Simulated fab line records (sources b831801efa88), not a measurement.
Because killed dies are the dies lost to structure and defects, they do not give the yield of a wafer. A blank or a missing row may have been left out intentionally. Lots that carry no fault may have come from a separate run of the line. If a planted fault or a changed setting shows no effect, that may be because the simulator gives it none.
One fault through the eyes of 2 desks ; flow gf180mcu ; what lay behind the numbers comes last; until then each desk has only its own

THE METROLOGY DESK
Means of the sampled wafers that have a number, per lot and without regard to the tool the lot ran on: this is what the gauges read. A lot is out of limits, marked OUT, if its mean lies more than 4 standard deviations from the usual mean; the brackets give that distance.
Columns: A = DUAL_GATE_OXIDATION_00_THK at GF_DUAL_GATE_THK_MEAS_03, usual 10.83 nm; B = SALICIDE_TIN_THK at GF_SALICIDE_THK_MEAS_05, usual 20.07 nm
lot;first seen here;A;B
L740;day 7 14:36;10.85;20.23
L741;day 7 19:22;10.83;19.96
L742;day 8 05:12;11.07;20.05
L744;day 8 21:49;10.97;20.19
L746;day 9 06:17;11.13;19.94
L747;day 9 13:49;10.76;20.16
L750;day 10 14:44;12.18 (+6.4) OUT;19.99
L751;day 10 19:13;12.10 (+6.0) OUT;20.21
L752;day 11 00:34;11.18;20.04
L753;day 11 12:17;10.92;19.93
L758;day 12 16:05;10.73;19.83
L762;day 13 19:19;11.00;20.17
L763;day 14 04:28;10.58;19.74
Finding of this desk: L750, L751 out of limits, first seen on L750 at day 10 14:44 (DUAL_GATE_OXIDATION_00_THK at GF_DUAL_GATE_THK_MEAS_03). L740, L741, L742, L744, L746, L747, L752, L753, L758, L762, L763: within limits.

TOOL OWNER'S DESK, furnace-01
The tool's own readings at GF_DUAL_GATE_OXIDATION_02 (stabilise 600 s, purge 300 s, target thk 10.887 nm): means of the sampled wafers that have a number, for each lot that ran on this tool. A lot is out of limits, marked OUT, if its mean lies more than 4 standard deviations from the usual mean; the brackets give that distance.
Columns: A = ox temp c at GF_DUAL_GATE_OXIDATION_02, usual 900.1 C; B = zone power upper pct at GF_DUAL_GATE_OXIDATION_02, usual 19.2 %
lot;first seen here;A;B
L740;day 7 13:10;900.3;17.1
L742;day 8 03:45;899.9;17.2
L747;day 9 12:23;899.7;17.2
L750;day 10 13:17;899.9;17.1
L751;day 10 17:47;901.0;16.8
Result from this desk: across the 5 lots, nothing is out of limits.

TAKEN TOGETHER
An alarm was possible from the metrology desk at day 10 14:44, on L750, L751.
The desk of the tool owner found nothing out of limits.
The tool owner's desk has L750, L751 on record, within its limits.
The lots listed all ran GF_DUAL_GATE_OXIDATION_02 on furnace-01.

WHAT THE SIMULATOR HAD INSERTED
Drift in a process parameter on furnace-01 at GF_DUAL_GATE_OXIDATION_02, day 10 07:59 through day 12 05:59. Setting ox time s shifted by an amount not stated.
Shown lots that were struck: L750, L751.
Delay in hours, fault start to first out-of-limits reading, per desk: metrology desk 7.
